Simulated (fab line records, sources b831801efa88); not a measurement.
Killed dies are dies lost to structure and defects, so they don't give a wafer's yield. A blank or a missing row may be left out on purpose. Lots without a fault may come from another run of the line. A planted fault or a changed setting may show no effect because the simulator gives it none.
Tool commonality check | flow gf180mcu | 12 lots, 36 wafers sampled

WHY IT WAS OPENED
At GF_MVPSD_TW_MEAS_11 the reading MVPSD_TW is flagged on 2 of 12 lots. Wafers without a fault read 557, standard deviation 3.7.
Rule: a lot is flagged when every wafer of it that has a number lies more than 4 standard deviations from that mean, or none has a number. The other lots count as sound.

lot  | measured     | on            | MVPSD_TW, wafer by wafer | flag
L524 | day 5 00:13  | film_metro-03 | 554 557 556              |
L527 | day 5 19:33  | film_metro-01 | 554 556 556              |
L528 | day 6 01:15  | film_metro-01 | 558 561 554              |
L529 | day 6 07:16  | film_metro-03 | 559 559 562              |
L531 | day 6 18:55  | film_metro-01 | 556 561 556              |
L532 | day 7 00:16  | film_metro-01 | 549 552 554              |
L534 | day 7 13:59  | film_metro-01 | 550 553 553              |
L535 | day 7 18:11  | film_metro-04 | 758 757 758              | FLAGGED
L536 | day 8 01:31  | film_metro-03 | 559 561 561              |
L537 | day 8 05:43  | film_metro-03 | 561 564 563              |
L538 | day 8 11:46  | film_metro-01 | 761 760 760              | FLAGGED
L547 | day 11 00:00 | film_metro-01 | 555 556 552              |
The numbers of the flagged lots are 759 on average: +202 against the usual, or +55 standard deviations.

WHICH TOOL RAN EACH LOT
The record holds 2 process steps before the reading, out of a route of 602 steps. In each cell: the tool, then ch and the chambers that the sampled wafers went through, then the start.
lot  | flag    | GF_MVPSD_IMPLANT_09             | GF_MVPSD_STRIP_10
L524 |         | implanter-02 ch 0, day 4 23:59  | plasma_asher-02 ch 0,1, day 5 00:07
L527 |         | implanter-02 ch 0, day 5 19:18  | plasma_asher-03 ch 0,1, day 5 19:27
L528 |         | implanter-02 ch 0, day 6 01:00  | plasma_asher-02 ch 0,1, day 6 01:09
L529 |         | implanter-01 ch 0, day 6 07:01  | plasma_asher-03 ch 0,1, day 6 07:10
L531 |         | implanter-01 ch 0, day 6 18:40  | plasma_asher-02 ch 1, day 6 18:49
L532 |         | implanter-02 ch 0, day 7 00:01  | plasma_asher-02 ch 0,1, day 7 00:10
L534 |         | implanter-02 ch 0, day 7 13:46  | plasma_asher-04 ch 0,1, day 7 13:53
L535 | FLAGGED | implanter-02 ch 0, day 7 17:56  | plasma_asher-02 ch 0,1, day 7 18:04
L536 |         | implanter-04 ch 0, day 8 01:16  | plasma_asher-03 ch 0,1, day 8 01:25
L537 |         | implanter-04 ch 0, day 8 05:28  | plasma_asher-02 ch 0,1, day 8 05:37
L538 | FLAGGED | implanter-02 ch 0, day 8 11:32  | plasma_asher-02 ch 0,1, day 8 11:40
L547 |         | implanter-01 ch 0, day 10 23:45 | plasma_asher-04 ch 0,1, day 10 23:54
What these steps do:
- GF_MVPSD_IMPLANT_09
- GF_MVPSD_STRIP_10: strips in O2/N2.
- GF_MVPSD_TW_MEAS_11

FLAGGED OVER TOTAL, TOOL BY TOOL (the gauges that took the reading come last)
step                | tool            | lots run | flagged | share of the flagged lots | sound lots run after its first flagged lot
GF_MVPSD_IMPLANT_09 | implanter-01    | 3        | 0       | none                      | -
GF_MVPSD_IMPLANT_09 | implanter-02    | 7        | 2       | all                       | 0
GF_MVPSD_IMPLANT_09 | implanter-04    | 2        | 0       | none                      | -
GF_MVPSD_STRIP_10   | plasma_asher-02 | 7        | 2       | all                       | 1 (L537)
GF_MVPSD_STRIP_10   | plasma_asher-03 | 3        | 0       | none                      | -
GF_MVPSD_STRIP_10   | plasma_asher-04 | 2        | 0       | none                      | -
GF_MVPSD_TW_MEAS_11 | film_metro-01   | 7        | 1       | some                      | 1 (L547)
GF_MVPSD_TW_MEAS_11 | film_metro-03   | 4        | 0       | none                      | -
GF_MVPSD_TW_MEAS_11 | film_metro-04   | 1        | 1       | some                      | 0

WHAT THE TABLE ALLOWS
2 rows of the table ran every flagged lot: implanter-02 at GF_MVPSD_IMPLANT_09, plasma_asher-02 at GF_MVPSD_STRIP_10.
- implanter-02 at GF_MVPSD_IMPLANT_09: 2 of its 7 lots flagged. Its last sound lot is L534 (day 7 13:46), its first flagged lot L535 (day 7 17:56): a fault that began between those two fits. Its own readings lie more than 4 standard deviations out on every wafer of the flagged lots: dose_ions_cm2, faraday_current_uA.
- plasma_asher-02 at GF_MVPSD_STRIP_10: 2 of its 7 lots flagged. Sound lots ran on it after the first flagged one (L537), which a lasting fault on the whole tool wouldn't allow.
One tool is left: implanter-02 at GF_MVPSD_IMPLANT_09.

WHAT THE SIMULATOR HAD PUT IN
Process parameter drift: implanter-02, from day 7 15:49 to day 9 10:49, at GF_MVPSD_IMPLANT_09. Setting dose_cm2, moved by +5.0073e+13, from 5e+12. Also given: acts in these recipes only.
Lots struck among those shown: L535, L538. The rule above found the same.
